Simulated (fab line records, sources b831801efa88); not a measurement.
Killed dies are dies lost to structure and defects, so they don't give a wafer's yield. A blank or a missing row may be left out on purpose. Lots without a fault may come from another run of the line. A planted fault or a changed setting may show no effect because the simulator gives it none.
fab line records | flow sky130
record lots=11 wafers=33 last_day=50
route steps=708 shown FIELD_ISO@14 VT_ADJUST_LVTN@99 SONOS_ONO@185
lots that met no fault: from a run of the same line without faults
start_h: hours from the record's first day to the start of the lot's first wafer shown | wait_h: hours since the lot's step before | " the same as in the row above | L1.1+2: a row that stands for several wafers | - no value, or no start given | * or withheld: withheld | < > ~ a bound
route shown NAME@n: a module of which the file shows steps, and the number in the route of the first | usual: mean/standard deviation of fault-free wafers | same: alike in all rows | chamber/n: place in a boat | sites: the reading at each site | _std_site: their standard deviation | _edge_site: outer sites' mean less inner sites' | radius_mm: how far each site lies from the wafer's centre | mask NAME#n: copy n | behind: the tool/chamber that last shaped the wafer | hold: why the lot was held/for how many hours/how that ended | device: the transistor (n, p or np) that didn't switch | end of line: the same wafers' tests at the end of the route | a step without rows: its recipe alone | killed: dies lost to structure and defects at the first sort, not the wafer's yield | map: a wafer's dies, x killed, . not, _ none there
set.NAME: the setting as run; set.NAME@STEP: as run at that earlier step | model.NAME: the simulator's own value behind a step, which no gauge read
steps of the route over a sample of lots; a table a step, a row a wafer
services: from which hour (start_h, from the record's first day; less than 0 if before it) a tool's chamber was out of use, for how many hours, and why
## steps
# step SKY_FIELD_ISO_CD_MEAS_13
# recipe target_cd_nm=150
# usual cd_nm=149.6/1.7
# columns lot.wafer tool chamber start_h wait_h cd_nm
L676.1 cd_sem-01 - 31.06 - 152.5
L676.3 " - " " 153.5
L676.6 " - " " 153.6
L677.1 cd_sem-02 - 36.46 - 150.3
L677.3 " - " " 150.3
L677.5 " - " " 150.3
L679.1 cd_sem-02 - 44.90 - 148.2
L679.4 " - " " 147.0
L679.5 " - " " 146.4
L681.1 cd_sem-02 - 55.37 - 149.8
L681.3 " - " " 147.4
L681.6 " - " " 149.4
L682.2 cd_sem-01 - 60.94 - 152.0
L682.3 " - " " 152.5
L682.4 " - " " 151.2
L683.2 cd_sem-02 - 65.84 - 147.8
L683.5 " - " " 145.6
L683.6 " - " " 146.2
L685.4 cd_sem-01 - 75.83 - 152.2
L685.5 " - " " 150.6
L685.6 " - " " 151.5
L686.1 cd_sem-02 - 81.85 - 152.6
L686.2 " - " " 152.3
L686.5 " - " " 153.5
L688.3 cd_sem-01 - 91.00 - 148.6
L688.4 " - " " 147.1
L688.5 " - " " 149.2
L697.1 cd_sem-01 - 137.67 - 149.2
L697.3 " - " " 148.1
L697.6 " - " " 148.4
L698.1 cd_sem-01 - 143.42 - 147.6
L698.3 " - " " 147.8
L698.5 " - " " 146.5
# step SKY_FIELD_ISO_ETCH_14
# recipe chemistry=N2/H2 target=BARC ion_energy_ev=200 source_w=500 bias_w=100 pressure_mtorr=30 n2_flow_sccm=100 h2_flow_sccm=200 stop_on=SiO2 time_s=45.9 target_depth_a=600
# usual drypump_motor_current_A=5.7/0.52 n2_flow_sccm=100.00/0.29 oes_product_au=0.855/0.0049 throttle_valve_pct=13.224/0.0087
# columns lot.wafer tool chamber start_h wait_h drypump_motor_current_A n2_flow_sccm oes_product_au rf_hours_counter_h throttle_valve_pct
L676.1 rie_diel-04 0 31.18 0.1 4.9 100.02 0.850 147 13.223
L676.3 " 2 " " 5.6 99.99 0.861 3 13.221
L676.6 " 0 " " 4.9 99.78 0.851 - 13.215
L677.1 rie_diel-01 2 36.58 0.1 5.2 100.03 0.858 168 13.238
L677.3 " 3 " " 5.7 99.79 0.861 110 13.220
L677.5 " 1 " " 6.0 100.08 0.856 - 13.221
L679.1 rie_diel-01 1 45.02 0.1 6.0 99.94 0.857 147 13.230
L679.4 " 3 " " 5.7 100.03 0.865 110 13.224
L679.5 " 2 " " 5.1 100.06 0.852 - 13.231
L681.1 rie_diel-04 3 55.49 0.1 6.7 99.55 0.852 0 13.214
L681.3 " 1 " " 5.7 100.24 0.858 127 13.226
L681.6 " 1 " " 5.7 100.29 0.850 - 13.223
L682.2 rie_diel-04 0 61.04 0.1 4.9 100.01 0.856 147 13.230
L682.3 " 3 " " 6.7 99.85 0.852 1 13.212
L682.4 " 0 " " 4.9 100.16 0.846 - 13.226
L683.2 rie_diel-03 1 65.94 0.1 5.7 99.68 0.848 21 13.225
L683.5 " 1 " " 5.7 99.70 0.850 - 13.208
L683.6 " 2 " " 5.4 99.85 0.866 - 13.231
L685.4 rie_diel-01 0 75.89 0.0 5.4 99.51 0.845 111 13.205
L685.5 " 1 " " 6.0 100.52 0.858 - 13.213
L685.6 " 0 " " 5.4 99.77 0.851 - 13.232
L686.1 rie_diel-04 3 81.97 0.1 6.7 99.98 0.863 1 13.230
L686.2 " 0 " " 4.9 100.15 0.851 148 13.220
L686.5 " 0 " " 4.9 100.24 0.856 - 13.219
L688.3 rie_diel-03 0 91.08 0.1 5.8 100.21 0.854 152 13.226
L688.4 " 2 " " 5.4 99.62 0.861 - 13.202
L688.5 " 1 " " 5.7 99.17 0.853 - 13.237
L697.1 rie_diel-01 1 137.79 0.1 6.0 100.03 0.855 149 13.236
L697.3 " 0 " " 5.4 99.70 0.848 113 13.230
L697.6 " 0 " " 5.4 100.29 0.857 - 13.209
L698.1 rie_diel-01 1 143.54 0.1 5.9 100.61 0.853 149 13.218
L698.3 " 3 " " 5.6 100.02 0.849 112 13.215
L698.5 " 2 " " 5.1 100.21 0.851 - 13.236
# step SKY_VT_ADJUST_LVTN_COAT_02
# recipe spin_rpm=2000 resist_thk_nm=3000
# columns lot.wafer tool chamber start_h wait_h
L676.1+3+6 litho_track-04 0 130.26 0.1
L677.1+3+5 litho_track-02 0 136.17 0.1
L679.1+4+5 litho_track-04 0 151.16 0.1
L681.1+3+6 litho_track-04 0 161.06 0.1
L682.2+3+4 litho_track-04 0 171.93 0.1
L683.2+5+6 litho_track-01 0 176.98 0.1
L685.4+5+6 litho_track-01 0 207.88 0.1
L686.1+2+5 litho_track-01 0 208.81 0.1
L688.3+4+5 litho_track-01 0 222.86 0.1
L697.1+3+6 litho_track-02 0 269.77 0.1
L698.1+3+5 litho_track-04 0 273.96 0.1
# step SKY_VT_ADJUST_LVTN_STRIP_09
# recipe chemistry=O2/N2 power_w=1400 pressure_mtorr=1500 platen_temp_c=withheld o2_flow_sccm=3000 n2_flow_sccm=300 overash_fraction=0.5
# usual drypump_motor_current_A=5.7/0.32 n2_flow_sccm=300.1/1 oes_product_au=0.723/0.0048 strip_time_to_endpoint_s=36.89/0.1
# columns lot.wafer tool chamber start_h wait_h drypump_motor_current_A n2_flow_sccm oes_product_au rf_hours_counter_h strip_time_to_endpoint_s
L676.1 plasma_asher-04 0 140.21 0.1 5.9 299.0 0.725 47 36.80
L676.3 " 0 " " 5.9 299.9 0.728 - 36.71
L676.6 " 0 " " 5.9 299.4 0.716 - 36.91
L677.1 plasma_asher-03 1 145.89 0.1 5.9 299.4 0.726 33 36.79
L677.3 " 0 " " 6.2 300.1 0.723 - 36.87
L677.5 " 1 " " 5.9 299.9 0.723 - 36.80
L679.1 plasma_asher-03 0 161.39 0.1 6.2 301.3 0.725 34 36.80
L679.4 " 1 " " 5.9 300.0 0.723 - 36.69
L679.5 " 1 " " 5.9 300.1 0.717 - 36.74
L681.1 plasma_asher-01 1 171.99 0.1 5.3 298.9 0.729 5 36.96
L681.3 " 1 " " 5.3 297.9 0.720 - 36.89
L681.6 " 1 " " 5.3 298.5 0.727 - 36.95
L682.2 plasma_asher-01 1 182.51 0.1 5.3 300.1 0.725 6 36.61
L682.3 " 0 " " 5.4 299.5 0.722 - 36.86
L682.4 " 1 " " 5.3 300.2 0.726 - 36.71
L683.2 plasma_asher-01 1 187.36 0.1 5.3 301.5 0.723 7 36.95
L683.5 " 0 " " 5.4 300.4 0.720 - 36.97
L683.6 " 1 " " 5.3 300.3 0.714 - 36.95
L685.4 plasma_asher-01 1 219.33 0.1 5.3 299.8 0.725 - 36.99
L685.5 " 1 " " 5.3 299.1 0.720 - 37.02
L685.6 " 0 " " 5.4 300.0 0.730 - 36.91
L686.1 plasma_asher-04 0 219.94 0.1 5.9 300.2 0.721 55 36.78
L686.2 " 1 " " 5.7 300.3 0.725 55 36.95
L686.5 " 1 " " 5.8 298.6 0.730 - 35.56
L688.3 plasma_asher-04 1 234.88 0.1 5.7 299.1 0.720 - 36.91
L688.4 " 0 " " 5.9 300.3 0.724 - 36.81
L688.5 " 0 " " 5.9 299.7 0.726 - 35.58
L697.1 plasma_asher-01 1 282.04 0.1 5.3 300.1 0.718 16 37.05
L697.3 " 0 " " 5.4 300.3 0.720 - 36.83
L697.6 " 0 " " 5.4 299.9 0.721 - 36.97
L698.1 plasma_asher-03 0 287.21 0.1 6.2 298.4 0.717 47 37.13
L698.3 " 0 " " 6.3 298.9 0.720 - 37.01
L698.5 " 1 " " 5.9 300.3 0.728 - 37.06
# step SKY_SONOS_ONO_STRIP_17
# recipe chemistry=O2/N2 power_w=1400 pressure_mtorr=1500 platen_temp_c=withheld o2_flow_sccm=3000 n2_flow_sccm=300 overash_fraction=0.5
# usual drypump_motor_current_A=5.7/0.33 n2_flow_sccm=300.1/0.88 oes_product_au=0.710/0.0044 strip_time_to_endpoint_s=14.09/0.036
# columns lot.wafer tool chamber start_h wait_h drypump_motor_current_A n2_flow_sccm oes_product_au rf_hours_counter_h strip_time_to_endpoint_s
L676.1 plasma_asher-03 0 274.94 0.0 6.2 301.0 0.716 46 14.04
L676.3 " 0 " " 6.2 300.3 0.702 - 14.06
L676.6 " 1 " " 5.9 299.6 0.715 - 14.05
L677.1 plasma_asher-03 1 280.02 0.0 5.9 298.9 0.710 46 14.15
L677.3 " 1 " " 5.9 299.1 0.700 - 14.14
L677.5 " 1 " " 5.9 300.1 0.705 - 14.12
L679.1 plasma_asher-04 0 299.72 0.0 5.9 300.1 0.715 62 14.08
L679.4 " 0 " " 5.9 299.9 0.708 - 14.06
L679.5 " 0 " " 5.9 300.6 0.713 - 14.06
L681.1 plasma_asher-04 0 313.07 0.0 5.9 300.2 0.711 63 14.12
L681.3 " 1 " " 5.8 300.0 0.708 - 14.14
L681.6 " 0 " " 5.9 301.2 0.714 - 14.09
L682.2 plasma_asher-01 1 327.62 0.0 5.3 300.1 0.714 21 14.11
L682.3 " 0 " " 5.4 301.2 0.706 - 14.09
L682.4 " 1 " " 5.3 299.1 0.707 - 14.16
L683.2 plasma_asher-01 0 334.11 0.0 5.4 300.7 0.716 22 14.07
L683.5 " 0 " " 5.4 300.7 0.705 - 14.05
L683.6 " 1 " " 5.3 301.1 0.706 - 14.10
L686.1 plasma_asher-03 0 376.58 0.0 6.2 299.3 0.716 55 14.12
L686.2 " 1 " " 5.9 299.2 0.715 55 14.15
L686.5 " 0 " " 6.2 300.4 0.712 - 14.17
L685.4 plasma_asher-01 1 377.25 0.0 5.3 299.3 0.707 - 14.12
L685.5 " 0 " " 5.4 300.5 0.706 - 14.15
L685.6 " 1 " " 5.3 299.2 0.707 - 14.11
L688.3 plasma_asher-04 1 395.69 0.0 5.8 301.3 0.714 - 14.11
L688.4 " 0 " " 5.9 301.4 0.710 - 14.14
L688.5 " 0 " " 5.9 300.8 0.708 - 14.12
L697.1 plasma_asher-01 0 460.02 0.0 5.4 300.8 0.705 35 14.11
L697.3 " 1 " " 5.3 301.3 0.706 - 14.11
L697.6 " 0 " " 5.4 302.3 0.705 - 14.11
L698.1 plasma_asher-04 1 464.67 0.0 5.8 298.7 0.700 79 14.10
L698.3 " 1 " " 5.8 299.1 0.710 - 14.07
L698.5 " 1 " " 5.8 298.3 0.707 - 14.02
## services
# columns tool chamber start_h hours kind
plasma_asher-01 - 12.60 8.3 repair
plasma_asher-01 - 21.22 6.9 repair
rie_diel-04 2 38.02 30.8 repair
plasma_asher-01 - 80.62 2.5 repair
rie_diel-01 - 81.86 0.5 repair
rie_diel-01 3 94.84 1.7 repair
rie_diel-01 3 104.06 5.1 repair
plasma_asher-01 - 108.75 9.0 pm
rie_diel-04 2 110.32 9.6 repair
rie_diel-01 0 119.28 1.3 repair
rie_diel-04 1 139.46 22.5 repair
rie_diel-01 3 151.72 15.1 repair
rie_diel-01 - 156.43 14.6 pm
plasma_asher-04 - 174.69 1.4 repair
plasma_asher-04 - 178.73 0.9 repair
plasma_asher-03 - 187.37 1.5 repair
rie_diel-04 3 229.46 3.7 repair
plasma_asher-04 - 270.77 15.6 pm
plasma_asher-03 - 289.41 14.6 pm
plasma_asher-01 - 315.62 1.7 repair
rie_diel-01 3 350.24 5.3 repair
plasma_asher-03 - 446.86 0.5 repair
rie_diel-01 2 453.89 3.9 repair
plasma_asher-03 - 461.83 0.6 repair
## key
first_sign step=SKY_VT_ADJUST_LVTN_STRIP_09 reading=strip_time_to_endpoint_s direction=down sigmas=13 usual=* struck=*
effect none on later readings
met_at SKY_VT_ADJUST_LVTN_COAT_02
struck_lots L686,L688
struck_wafers L686.5,L688.5
tester_left_out L686,L688
not_acting_at SKY_FIELD_ISO_CD_MEAS_13,SKY_FIELD_ISO_ETCH_14,SKY_SONOS_ONO_STRIP_17
onset_between 207.88 208.81
fault kind=process_parameter_drift tool=litho_track-01 chamber=- onset_h=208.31 steps=SKY_VT_ADJUST_LVTN_COAT_02 channel=resist_thk_nm offset=-107.29 shape=step end_h=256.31 scope=struck_wafers_only acts_in=these_recipes_only stated=3000
# tester_left_out: of these lots the tester's yield and bins aren't shown, on N5 and GAA mostly nor the transistor test; their killed dies are dies lost to structure and defects alone, not to doping, threshold or leakage, so they don't give the yield
